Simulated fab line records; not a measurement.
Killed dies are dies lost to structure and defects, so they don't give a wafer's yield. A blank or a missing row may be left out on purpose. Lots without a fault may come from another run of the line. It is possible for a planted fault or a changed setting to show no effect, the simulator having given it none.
Problem report, 8D (eight disciplines) form, completed by code :: flow gf180mcu :: the parts of the form that need people (team, actions taken, sign-off) are left out

== 1. PROBLEM STATEMENT ==
rf-fwd-power-W at GF_V4_ETCH_16 reads a mean of 416.4 W on 2 wafers of 2 lots; wafers without a fault read 495.4 W with a standard deviation of 1.6. Relative to the usual mean, that is a shift of -49 standard deviations.
The step: etches BARC in N2/H2.
First observed at day 28 13:20: wafer L517.1, on rie-diel-04. The record has a number at this step for 39 wafers belonging to 13 lots. By rule, "out" or "out of limits" means more than 4 standard deviations away from the usual mean. All remaining wafers that have a number are taken as sound.

== 2. WHAT IT IS AND WHAT IT IS NOT ==
question: which readings at this step
is: rf-fwd-power-W
is not: drypump-motor-current-A, oes-product-au, throttle-valve-pct

question: which lots
is: L517, L521
is not: L504, L505, L506, L507, L508, L510, L512, L513, L514, L515, L527

question: which wafers of those lots
is: L517.1, L521.5
is not: L517.2, L517.4, L521.3, L521.4

question: read on which tools
is: rie-diel-04
is not: rie-diel-01, rie-diel-02

question: when
is: from day 28 13:20
is not: up to then (32 sound wafers); but 5 sound wafers of L521, L527 came after

== 3. THE SUSPECTS, EACH WITH WHAT RULES IT OUT ==
Counting: if a tool at a process step up to the reading ran every lot that is out, it stays a suspect. Sound lots after the first of them don't rule it out here, since some wafers of a struck lot are sound.
- pvd-sputter-04 at GF_M4_SPUTTER_04 (material TiN, target thk 50 nm, time 41.7 s): kept. It ran every lot that is out, first L517 (day 26 18:35); its last sound lot up to then is L515 (day 26 03:28).
- rie-diel-04 at GF_V4_ETCH_16 (etches BARC in N2/H2): kept. It ran every lot that is out, first L517 (day 28 13:20); its last sound lot up to then is L515 (day 27 21:52). Its own rf-fwd-power-W readings are out on those wafers.
- rie-diel-04, GF_V4_ETCH_16: wafers that are out in chamber 1, sound lot-mates in chambers 0, 2, 3.
The count leaves rie-diel-04 at GF_V4_ETCH_16 and pvd-sputter-04 at GF_M4_SPUTTER_04.

== 4. THE CAUSE (what the simulator had put in) ==
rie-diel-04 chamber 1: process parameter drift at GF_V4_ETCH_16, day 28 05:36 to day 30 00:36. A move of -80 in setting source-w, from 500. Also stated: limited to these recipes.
After counting, 2 suspects remain, this tool included.

== 5. SEQUENCE OF EFFECTS, ordered by route ==
Each row: a reading where the mean over the struck wafers with a number is more than 3 standard deviations away from the usual. Only readings whose record carries a usual standard deviation are examined. hours: median over the lots of the time between each lot's start at the first step of this table that gives one and its start at this step. sigmas: the change, counted in usual standard deviations.
hours: 0
step: GF_V4_ETCH_16
reading: rf-fwd-power-W
usual: 495.4 W
on struck wafers: 416.4
change: -79.0
sigmas: -49
Process steps it contains:
- GF_V4_ETCH_16: etches BARC in N2/H2.

== 6. WHAT WOULD HAVE CAUGHT IT SOONER ==
First out-of-limits reading in this record: day 28 13:20, which is 8 hours after fault onset at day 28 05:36.
